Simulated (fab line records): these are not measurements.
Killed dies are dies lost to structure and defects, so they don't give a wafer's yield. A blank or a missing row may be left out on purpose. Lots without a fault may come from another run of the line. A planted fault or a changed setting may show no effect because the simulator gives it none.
What tool caused it? :: flow gf180mcu :: 42 wafers from 14 lots sampled at 5 of the route's 602 steps

## WHAT EACH GAUGE READ, for each wafer
GF_VT_IMPLANT_OVL_MEAS_40.
lot: L792
measured: day 7 21:11
on: overlay-01
VT_IMPLANT_03_OVL (nm): -0.3 -0.3 -0.3

lot: L795
measured: day 8 17:28
on: overlay-02
VT_IMPLANT_03_OVL (nm): 0.0 -0.5 -1.2

lot: L796
measured: day 8 23:22
on: overlay-01
VT_IMPLANT_03_OVL (nm): -1.3 0.5 -0.3

lot: L797
measured: day 9 07:05
on: overlay-01
VT_IMPLANT_03_OVL (nm): -1.7 -0.4 -1.2

lot: L798
measured: day 9 12:49
on: overlay-01
VT_IMPLANT_03_OVL (nm): 0.0 -1.7 -0.7

lot: L799
measured: day 9 21:25
on: overlay-02
VT_IMPLANT_03_OVL (nm): -2.0 -3.0 -2.3

lot: L800
measured: day 10 02:43
on: overlay-01
VT_IMPLANT_03_OVL (nm): -1.8 -2.2 -1.1

lot: L802
measured: day 10 14:47
on: overlay-02
VT_IMPLANT_03_OVL (nm): -1.1 -1.7 -1.1

lot: L809
measured: day 12 18:14
on: overlay-01
VT_IMPLANT_03_OVL (nm): -2.2 -2.3 -2.5

lot: L810
measured: day 13 01:26
on: overlay-02
VT_IMPLANT_03_OVL (nm): -3.6 -2.6 -2.7

lot: L811
measured: day 13 05:31
on: overlay-02
VT_IMPLANT_03_OVL (nm): 0.9 -0.6 -0.7

lot: L812
measured: day 13 12:37
on: overlay-01
VT_IMPLANT_03_OVL (nm): 1.5 -0.1 2.4

lot: L813
measured: day 13 18:36
on: overlay-02
VT_IMPLANT_03_OVL (nm): -0.6 -1.5 -2.1

lot: L814
measured: day 13 23:23
on: overlay-01
VT_IMPLANT_03_OVL (nm): -2.8 -1.0 -2.1

GF_POLY_GATE_THK_MEAS_01.
lot: L792
measured: day 8 19:40
on: film_metro-04
POLY_GATE_CVD_00_THK (nm): 201.1 201.8 201.5

lot: L795
measured: day 9 18:05
on: film_metro-02
POLY_GATE_CVD_00_THK (nm): 199.0 199.4 200.0

lot: L796
measured: day 9 22:31
on: film_metro-02
POLY_GATE_CVD_00_THK (nm): 201.5 201.6 202.6

lot: L797
measured: day 10 07:34
on: film_metro-01
POLY_GATE_CVD_00_THK (nm): 198.0 196.1 198.7

lot: L798
measured: day 10 13:53
on: film_metro-04
POLY_GATE_CVD_00_THK (nm): 199.2 201.6 200.5

lot: L799
measured: day 10 21:43
on: film_metro-01
POLY_GATE_CVD_00_THK (nm): 199.5 201.3 200.2

lot: L800
measured: day 11 03:37
on: film_metro-02
POLY_GATE_CVD_00_THK (nm): 199.2 202.1 197.7

lot: L802
measured: day 11 14:59
on: film_metro-01
POLY_GATE_CVD_00_THK (nm): 199.4 199.8 199.4

lot: L809
measured: day 13 22:40
on: film_metro-01
POLY_GATE_CVD_00_THK (nm): 198.9 198.9 199.5

lot: L810
measured: day 14 14:05
on: film_metro-02
POLY_GATE_CVD_00_THK (nm): 198.0 198.5 198.2

lot: L811
measured: day 14 14:05
on: film_metro-04
POLY_GATE_CVD_00_THK (nm): 196.8 195.9 196.5

lot: L812
measured: day 14 21:49
on: film_metro-04
POLY_GATE_CVD_00_THK (nm): 199.8 201.3 200.2

lot: L813
measured: day 14 21:50
on: film_metro-02
POLY_GATE_CVD_00_THK (nm): 199.3 199.3 200.5

lot: L814
measured: day 15 11:43
on: film_metro-02
POLY_GATE_CVD_00_THK (nm): 198.5 199.2 198.1

GF_HV_LDD_CD_MEAS_07: the cd target is 400 nm.
lot: L792
measured: day 10 09:39
on: cd_sem-01
cd_nm (nm): 403.6 403.8 402.0

lot: L795
measured: day 11 09:09
on: cd_sem-02
cd_nm (nm): 399.7 400.6 402.6

lot: L796
measured: day 11 12:42
on: cd_sem-01
cd_nm (nm): 399.4 398.8 397.7

lot: L797
measured: day 11 23:26
on: cd_sem-02
cd_nm (nm): 401.2 403.6 400.6

lot: L798
measured: day 12 05:27
on: cd_sem-02
cd_nm (nm): 394.7 394.0 394.4

lot: L799
measured: day 12 13:34
on: cd_sem-01
cd_nm (nm): 400.5 404.3 404.0

lot: L800
measured: day 12 21:14
on: cd_sem-01
cd_nm (nm): 390.3 393.5 392.3

lot: L802
measured: day 13 07:19
on: cd_sem-01
cd_nm (nm): 401.8 403.2 404.7

lot: L809
measured: day 15 20:01
on: cd_sem-02
cd_nm (nm): 403.6 404.2 403.1

lot: L810
measured: day 16 11:52
on: cd_sem-01
cd_nm (nm): 397.8 401.8 402.8

lot: L811
measured: day 16 11:53
on: cd_sem-02
cd_nm (nm): 395.3 394.4 392.9

lot: L812
measured: day 16 21:56
on: cd_sem-02
cd_nm (nm): 397.6 397.1 398.2

lot: L813
measured: day 16 22:06
on: cd_sem-02
cd_nm (nm): 398.4 399.9 399.2

lot: L814
measured: day 17 13:40
on: cd_sem-02
cd_nm (nm): 400.6 402.0 400.9

GF_HV_LDD_CD_MEAS_19: the cd target is 400 nm.
lot: L792
measured: day 11 04:14
on: cd_sem-02
cd_nm (nm): 402.3 402.3 402.3

lot: L795
measured: day 12 05:22
on: cd_sem-01
cd_nm (nm): 402.9 400.5 401.0

lot: L796
measured: day 12 07:54
on: cd_sem-02
cd_nm (nm): 401.8 399.9 402.9

lot: L797
measured: day 12 19:38
on: cd_sem-02
cd_nm (nm): 399.9 399.7 399.1

lot: L798
measured: day 13 01:45
on: cd_sem-01
cd_nm (nm): 400.2 400.6 399.5

lot: L799
measured: day 13 09:39
on: cd_sem-02
cd_nm (nm): 397.3 397.4 395.6

lot: L800
measured: day 13 17:19
on: cd_sem-01
cd_nm (nm): 397.3 398.5 400.1

lot: L802
measured: day 14 04:34
on: cd_sem-02
cd_nm (nm): 406.3 404.7 406.4

lot: L809
measured: day 16 17:45
on: cd_sem-01
cd_nm (nm): 398.9 402.4 402.1

lot: L810
measured: day 17 10:08
on: cd_sem-02
cd_nm (nm): 399.6 400.5 399.5

lot: L811
measured: day 17 10:16
on: cd_sem-02
cd_nm (nm): 398.0 398.0 396.5

lot: L812
measured: day 17 20:30
on: cd_sem-01
cd_nm (nm): 400.5 404.3 403.5

lot: L813
measured: day 17 20:49
on: cd_sem-02
cd_nm (nm): 396.0 398.3 394.4

lot: L814
measured: day 18 12:43
on: cd_sem-02
cd_nm (nm): 398.4 400.4 398.1

## WHICH TOOL RAN EACH LOT (tool, then ch and the chambers of the sampled wafers, then the start)
lot: L792
GF_HV_LDD_DEVELOP_06: litho_track-01 ch 0, day 10 09:31

lot: L795
GF_HV_LDD_DEVELOP_06: litho_track-01 ch 0, day 11 09:00

lot: L796
GF_HV_LDD_DEVELOP_06: litho_track-03 ch 0, day 11 12:33

lot: L797
GF_HV_LDD_DEVELOP_06: litho_track-03 ch 0, day 11 23:18

lot: L798
GF_HV_LDD_DEVELOP_06: litho_track-03 ch 0, day 12 05:18

lot: L799
GF_HV_LDD_DEVELOP_06: litho_track-04 ch 0, day 12 13:25

lot: L800
GF_HV_LDD_DEVELOP_06: litho_track-03 ch 0, day 12 21:06

lot: L802
GF_HV_LDD_DEVELOP_06: litho_track-01 ch 0, day 13 07:11

lot: L809
GF_HV_LDD_DEVELOP_06: litho_track-04 ch 0, day 15 19:52

lot: L810
GF_HV_LDD_DEVELOP_06: litho_track-01 ch 0, day 16 11:44

lot: L811
GF_HV_LDD_DEVELOP_06: litho_track-04 ch 0, day 16 11:45

lot: L812
GF_HV_LDD_DEVELOP_06: litho_track-03 ch 0, day 16 21:47

lot: L813
GF_HV_LDD_DEVELOP_06: litho_track-04 ch 0, day 16 21:55

lot: L814
GF_HV_LDD_DEVELOP_06: litho_track-03 ch 0, day 17 13:31
- GF_HV_LDD_DEVELOP_06: develop time 60 s.

## WHAT THE TOOLS THEMSELVES READ (means of the sampled wafers that have a number; where no wafer has one, the mark that the record gives instead)
GF_HV_LDD_DEVELOP_06.
lot: L792
tool: litho_track-01
developer_temp_C (C): 23.07
resist_line_temp_C (C): 23.08

lot: L795
tool: litho_track-01
developer_temp_C (C): 23.04
resist_line_temp_C (C): 22.93

lot: L796
tool: litho_track-03
developer_temp_C (C): 22.91
resist_line_temp_C (C): 23.03

lot: L797
tool: litho_track-03
developer_temp_C (C): 23.09
resist_line_temp_C (C): 22.91

lot: L798
tool: litho_track-03
developer_temp_C (C): 25.38
resist_line_temp_C (C): 23.05

lot: L799
tool: litho_track-04
developer_temp_C (C): 23.19
resist_line_temp_C (C): 23.13

lot: L800
tool: litho_track-03
developer_temp_C (C): 25.18
resist_line_temp_C (C): 23.06

lot: L802
tool: litho_track-01
developer_temp_C (C): 23.10
resist_line_temp_C (C): 23.00

lot: L809
tool: litho_track-04
developer_temp_C (C): 23.16
resist_line_temp_C (C): 22.90

lot: L810
tool: litho_track-01
developer_temp_C (C): 23.09
resist_line_temp_C (C): 22.93

lot: L811
tool: litho_track-04
developer_temp_C (C): 23.01
resist_line_temp_C (C): 22.93

lot: L812
tool: litho_track-03
developer_temp_C (C): 22.84
resist_line_temp_C (C): 22.96

lot: L813
tool: litho_track-04
developer_temp_C (C): 23.06
resist_line_temp_C (C): 22.86

lot: L814
tool: litho_track-03
developer_temp_C (C): 23.01
resist_line_temp_C (C): 23.04

## THE ANSWER, worked out from the rows above alone
Rule: usual is defined by the lots themselves. Put in order of their means at a reading, lots are off if they are a third of the lots or fewer, leave a main group of 4 or more, and stand apart from it by a gap of 3 or more times the standard deviation of the main group's means; of several such gaps the widest counts. If all means in a main group match to the digits the tables above print for the reading, that group is not used. A lot without any number at a reading at which 4 lots or more have one is off too. All remaining lots with rows at the step are treated as sound. Order of review: gauges by route order, followed by the tools' own readings, for which a lot's mean as printed above is used. The first step at which some lot is off is used, and at that step the reading that is off furthest; a lot without a number counts as furthest.
Off, at GF_HV_LDD_DEVELOP_06 on developer_temp_C: L798, L800. Main group: mean 23.05 C, sd 0.093.
If a tool, at that step or one of the process steps before it, ran each lot that is off and ran no sound lot following the first of them, it fits. No candidate that was tried fits.

## WHAT THE SIMULATOR HAD PUT IN
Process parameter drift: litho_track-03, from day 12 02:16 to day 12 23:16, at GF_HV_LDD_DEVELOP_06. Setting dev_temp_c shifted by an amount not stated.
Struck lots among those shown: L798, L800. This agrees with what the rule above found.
